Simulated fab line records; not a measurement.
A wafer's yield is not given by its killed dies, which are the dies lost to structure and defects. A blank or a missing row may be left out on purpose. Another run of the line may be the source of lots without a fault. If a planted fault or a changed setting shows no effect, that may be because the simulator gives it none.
Struck lot and sound lot, side by side || flow sky130 || 22 out of 708 route steps
Sound: these wafers, L321.1, L321.2, L321.4. The struck wafers were L330.1, L330.4, L330.5. At the end, the cause is stated.
Order at every step that has rows: each side's tool, ch and its chambers, its first start. Under that, the readings that differ: sound wafers || struck wafers || difference of the means || sigmas: that difference in standard deviations of wafers without a fault.
alike: same words and numbers on both sides, and readings whose means sit less than 2 such deviations apart. not compared: any withheld reading, any reading some wafer has no value for, any bound like >300 that may hide the same value, and any number with overlapping values for which the record gives no deviation.
Wherever a step has rows on one side only, a row that says differs or no value, or a row with sigmas, the two part there. Numbers that don't overlap but have no deviation are shown without sigmas and don't part them. A reading that every wafer of one side lacks parts them only if that side has two wafers or more.

first, 4 steps without rows for these wafers: SKY_NWELL_SOFTBAKE_06; SKY_NWELL_EXPOSE_07 (exposes mask NWM, target cd 840 nm); SKY_NWELL_PEB_08; SKY_NWELL_DEVELOP_09 (develop time 60 s).
SKY_NWELL_OVL_MEAS_10:
  sound: overlay-01 at day 5 07:53; struck: overlay-01 at day 7 12:40
  alike: NWELL_00_OVL
then, 3 steps without rows for these wafers: SKY_NWELL_IMPLANT_11; SKY_NWELL_IMPLANT_12; SKY_NWELL_IMPLANT_13.
SKY_NWELL_STRIP_14: strips in O2/N2.
  sound on plasma asher-03 ch 0,1, day 5 08:28; struck on plasma asher-02 ch 0,1, day 7 13:10
{"reading": "strip time to endpoint s (s)", "sound": "36.84 36.83 36.82", "struck": "37.08 37.04 37.08", "difference": "+0.24", "sigmas": "+2"}
  alike: drypump motor current A, oes product au
  not compared: rf hours counter h
SKY_NWELL_TW_MEAS_15:
  sound: film metro-04 at day 5 08:34; struck: film metro-01 at day 7 13:18
  alike: NWELL_TW
then, 2 steps without rows for these wafers: SKY_NWELL_DEHYDRATE_16 (time 60 s); SKY_NWELL_HMDS_17 (prime time 60 s).
SKY_NWELL_COAT_18: resist thk 3000 nm.
  sound on litho track-04 ch 0, day 5 17:11; struck on litho track-02 ch 0, day 7 22:25
{"reading": "model.coat_of_NWELL_COAT_18.thk nm (nm)", "sound": "3000 3004 3003", "struck": "1190 1189 1190", "difference": -1813, "sigmas": ""}
then, 3 steps without rows for these wafers: SKY_NWELL_SOFTBAKE_19; SKY_NWELL_EXPOSE_20 (exposes mask NWM COMPLEMENT, target cd 840 nm); SKY_NWELL_PEB_21.
SKY_NWELL_DEVELOP_22: develop time 60 s.
  sound: litho track-04 ch 0; struck: litho track-03 ch 0
{"reading": "model.coat_of_NWELL_COAT_18.thk nm (nm)", "sound": "2996 3000 2998", "struck": "1186 1185 1185", "difference": -1813, "sigmas": ""}
  alike: developer temp C
SKY_NWELL_OVL_MEAS_23:
  sound: overlay-01 at day 6 02:14; struck: overlay-02 at day 8 09:07
  alike: NWELL_01_OVL
following that, these wafers have no rows for 1 step: SKY_NWELL_IMPLANT_24.
SKY_NWELL_STRIP_25: strips in O2/N2.
  sound on plasma asher-03 ch 0,1, day 6 02:25; struck on plasma asher-02 ch 0,1, day 8 09:18
{"reading": "oes product au (a.u.)", "sound": "0.732 0.723 0.724", "struck": "0.714 0.712 0.719", "difference": -0.011, "sigmas": -3}
{"reading": "strip time to endpoint s (s)", "sound": "36.91 36.97 36.93", "struck": "15.76 15.75 15.75", "difference": -21.18, "sigmas": "-99 or more"}
  alike: drypump motor current A
  not compared: rf hours counter h
SKY_NWELL_TW_MEAS_26:
  sound: film metro-01 at day 6 02:31; struck: film metro-04 at day 8 09:24
{"reading": "NWELL_2_TW", "sound": "502 501 502", "struck": "491 493 493", "difference": -9, "sigmas": -2}
-- the record jumps here: 40 days lie between the struck wafers' starts before and after (it left off in module NWELL and takes up again in module PAD_OPEN, whose first step shown is number 708 of the route) --
SKY_PAD_OPEN_PROBE_99:
  sound: prober-01 at day 46 15:58; struck: prober-02 at day 48 18:13
{"reading": "model.etest.nfet_16v.r on ohm um", "sound": "1.391e+04 1.384e+04 1.405e+04", "struck": "1.594e+04 1.555e+04 1.595e+04", "difference": "+1.880e+03", "sigmas": ""}
{"reading": "model.etest.res iso pwell.width nm (nm)", "sound": "2628 2626 2629", "struck": "2798 2807 2796", "difference": "+173", "sigmas": ""}
{"reading": "model.etest.res nwell.width nm (nm)", "sound": "846.6 847.8 852.7", "struck": "776.5 771.6 768.9", "difference": -76.7, "sigmas": ""}
{"reading": "model.etest.pfet_16v.drive ua um", "sound": "252.6 252.2 239.6", "struck": "259.5 268.5 261.8", "difference": "+15.1", "sigmas": ""}
{"reading": "model.etest.nfet_16v.drive ua um", "sound": "228.6 227.4 225.8", "struck": "203.9 211.4 204.7", "difference": -20.6, "sigmas": ""}
  alike: killed_at_M0_to_M3, killed_at_M4_up, killed at contacts, killed at front end, killed at other, killed dies, killed open, killed short
  not compared: model.etest.pfet_16v.r on ohm um, model.etest.res nwell.line ohm um

== WHERE THEY PART ==
First at SKY_NWELL_STRIP_14; last, within this record, at SKY_NWELL_TW_MEAS_26. Later steps at which nothing parts them and some readings are alike: SKY_PAD_OPEN_PROBE_99.

WHY: whatever the simulator had introduced
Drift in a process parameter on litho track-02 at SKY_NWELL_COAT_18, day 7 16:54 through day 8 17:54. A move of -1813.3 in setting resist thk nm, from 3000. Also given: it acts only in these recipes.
